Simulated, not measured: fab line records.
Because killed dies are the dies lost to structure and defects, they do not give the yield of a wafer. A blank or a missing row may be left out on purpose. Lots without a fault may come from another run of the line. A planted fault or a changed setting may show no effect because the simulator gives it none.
Shared-tool check    flow sfq_line    42 wafers sampled across 14 lots

WHAT PROMPTED THE OPENING
At SFQ_L0_RS_MEAS_901 the reading L0_MONX_KI_RS is flagged on 2 of 14 lots. Wafers without a fault read 43.4 ohm/sq, standard deviation 0.52.
Rule: flag the lot when none of its wafers has a number, or when each of its wafers that has one lies beyond 4 standard deviations from that mean. The rest of the lots are taken to be sound.

lot   measured     on             L0_MONX_KI_RS (ohm/sq), wafer by wafer  flag
L624  day 1 12:34  film_metro-03  43.6 43.1 43.5                          
L625  day 1 17:34  film_metro-03  43.8 44.3 43.5                          
L627  day 2 03:36  film_metro-04  42.3 42.8 42.6                          
L630  day 2 18:36  film_metro-03  44.3 43.1 43.7                          
L631  day 2 23:34  film_metro-01  35.7 35.5 35.3                          FLAGGED
L632  day 3 04:35  film_metro-01  34.9 35.3 35.1                          FLAGGED
L633  day 3 09:34  film_metro-01  44.1 43.7 43.6                          
L634  day 3 14:35  film_metro-03  43.3 43.6 43.2                          
L639  day 4 15:34  film_metro-04  43.2 43.3 42.8                          
L640  day 4 20:34  film_metro-04  43.1 42.8 43.0                          
L642  day 5 06:35  film_metro-04  43.7 43.7 43.3                          
L644  day 5 16:34  film_metro-03  44.0 43.5 44.2                          
L645  day 5 21:35  film_metro-01  42.6 42.7 42.7                          
L647  day 6 07:34  film_metro-04  43.0 43.6 44.0                          
The mean of the flagged lots' numbers is 35.3 ohm/sq, -8.1 ohm/sq from the usual (-16 standard deviations).

EACH LOT AND THE TOOL IT RAN ON
The record keeps 1 process step preceding the reading, out of 325 steps on the route. Every cell lists first the tool, next ch and the chambers used by the sampled wafers, and last the start.
lot   flag     SFQ_TRILAYER_L0_DEP_SPUTTER_003
L624           pvd_sputter-06, day 1 12:29
L625           pvd_sputter-05, day 1 17:29
L627           pvd_sputter-03, day 2 03:29
L630           pvd_sputter-06, day 2 18:29
L631  FLAGGED  pvd_sputter-06, day 2 23:29
L632  FLAGGED  pvd_sputter-06, day 3 04:29
L633           pvd_sputter-03, day 3 09:29
L634           pvd_sputter-03, day 3 14:29
L639           pvd_sputter-03, day 4 15:29
L640           pvd_sputter-03, day 4 20:29
L642           pvd_sputter-03, day 5 06:29
L644           pvd_sputter-03, day 5 16:29
L645           pvd_sputter-05, day 5 21:29
L647           pvd_sputter-06, day 6 07:29
What is done by these steps:
- SFQ_TRILAYER_L0_DEP_SPUTTER_003: material MoNx KI, target thk 40 nm, time 100 s.
- SFQ_L0_RS_MEAS_901: measures by four-point-probe.

FLAGGED OVER TOTAL, TOOL BY TOOL (the gauges that took the reading come last)
step                             tool            lots run  flagged  share of the flagged lots  sound lots run after its first flagged lot
SFQ_TRILAYER_L0_DEP_SPUTTER_003  pvd_sputter-03  7         0        none                       -
SFQ_TRILAYER_L0_DEP_SPUTTER_003  pvd_sputter-05  2         0        none                       -
SFQ_TRILAYER_L0_DEP_SPUTTER_003  pvd_sputter-06  5         2        all                        1 (L647)
SFQ_L0_RS_MEAS_901               film_metro-01   4         2        all                        2 (L633,L645)
SFQ_L0_RS_MEAS_901               film_metro-03   5         0        none                       -
SFQ_L0_RS_MEAS_901               film_metro-04   5         0        none                       -

WHAT THE TABLE ALLOWS
Every flagged lot went through 2 rows of the table: pvd_sputter-06 at SFQ_TRILAYER_L0_DEP_SPUTTER_003 and film_metro-01 at SFQ_L0_RS_MEAS_901.
- pvd_sputter-06 at SFQ_TRILAYER_L0_DEP_SPUTTER_003 ran 5 lots, 2 of them flagged. Sound lots followed the first flagged one (L647) on it, something a lasting fault affecting the whole tool could not allow. Its own readings (cathode_dc_power_W) fall more than 4 standard deviations out on all wafers of the flagged lots.
- film_metro-01 at SFQ_L0_RS_MEAS_901 ran 4 lots, 2 of them flagged. Sound lots followed the first flagged one (L633, L645) on it, something a lasting fault affecting the whole tool could not allow.
There is no row in the table that ran each flagged lot and no sound lot after the first.

WHAT HAD BEEN PUT IN BY THE SIMULATOR
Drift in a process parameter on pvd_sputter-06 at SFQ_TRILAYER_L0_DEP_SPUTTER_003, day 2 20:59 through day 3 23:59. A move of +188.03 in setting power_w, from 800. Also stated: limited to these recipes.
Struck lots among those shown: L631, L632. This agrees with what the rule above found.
